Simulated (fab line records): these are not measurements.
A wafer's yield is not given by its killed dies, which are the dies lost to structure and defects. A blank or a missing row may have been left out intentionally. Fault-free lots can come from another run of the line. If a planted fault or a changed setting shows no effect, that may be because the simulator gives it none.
8D (eight disciplines) problem report, filled in by code -- flow sky130 -- the parts of the form that need people (team, actions taken, sign-off) are left out

## 1. THE PROBLEM
Mean of cathode dc power W at SKY_CAPM_SPUTTER_02: 6371.9 W across 2 wafers in 2 lots; on wafers with no fault it is 6500.1 W (standard deviation 1.2). So: -99 or more standard deviations from the usual mean.
The step: material TiN, target thk 200 nm, time 166.7 s.
The first sign was on wafer L550.6 at day 39 20:01, on pvd sputter-03. At this step, 35 wafers from 12 lots have a number in the record. Rule for "out", or "out of limits": more than 4 standard deviations from the usual mean. The other wafers with a number count as sound.

## 2. WHAT THIS IS AND IS NOT
question,is,is not
which readings at this step,cathode dc power W,throttle valve pct
which lots,"L550, L551","L548, L549, L553, L554, L555, L556, L557, L559, L562, L563"
which wafers of those lots,"L550.6, L551.1","L550.2, L551.2, L551.4"
read on which tools,pvd sputter-03,"pvd sputter-01, pvd sputter-02"
when,from day 39 20:01,"up to then (7 sound wafers); but 26 sound wafers of L551, L553, L554, L555, L556, L557, L559, L562, L563 came after"

## 3. THE SUSPECTS, EACH WITH WHAT RULES IT OUT
Counting: if a tool at a process step up to the reading ran every lot that is out, it stays a suspect. Sound lots after the first of them don't rule it out here, since some wafers of a struck lot are sound.
- pvd sputter-04 at SKY_VIA2_SPUTTER_20 (material TiN, target thk 20 nm, time 80 s): kept. It ran every lot that is out, first L550 (day 39 19:06); its last sound lot up to then is L548 (day 39 02:32).
- pvd sputter-03 at SKY_CAPM_SPUTTER_02 (material TiN, target thk 200 nm, time 166.7 s): kept. It ran every lot that is out, first L550 (day 39 20:01); its last sound lot up to then is L549 (day 39 18:23). On those wafers its own readings are out: cathode dc power W.
What counting leaves: pvd sputter-04 at SKY_VIA2_SPUTTER_20 and pvd sputter-03 at SKY_CAPM_SPUTTER_02.

## 4. THE CAUSE (what the simulator had put in)
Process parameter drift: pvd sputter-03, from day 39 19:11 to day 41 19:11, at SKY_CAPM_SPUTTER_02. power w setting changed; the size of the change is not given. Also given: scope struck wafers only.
This tool is one of the 2 suspects left after counting.

## 5. SEQUENCE OF EFFECTS, ordered by route
Rows list readings where the struck wafers' mean (over those with a number) sits beyond 3 standard deviations from the usual. Only readings whose record carries a usual standard deviation are examined. hours: median over the lots of the time between each lot's start at the first step of this table that gives one and its start at this step. sigmas: the change, counted in usual standard deviations.
hours,step,reading,usual,on struck wafers,change,sigmas
0,SKY_CAPM_SPUTTER_02,cathode dc power W,6500.1 W,6371.9,-128.2,-99 or more
Its process steps:
- SKY_CAPM_SPUTTER_02: material TiN, target thk 200 nm, time 166.7 s.

## 6. HOW IT WOULD HAVE BEEN CAUGHT EARLIER
In this record the first reading out of limits was taken at day 39 20:01, 1 hour after the fault began at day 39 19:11.
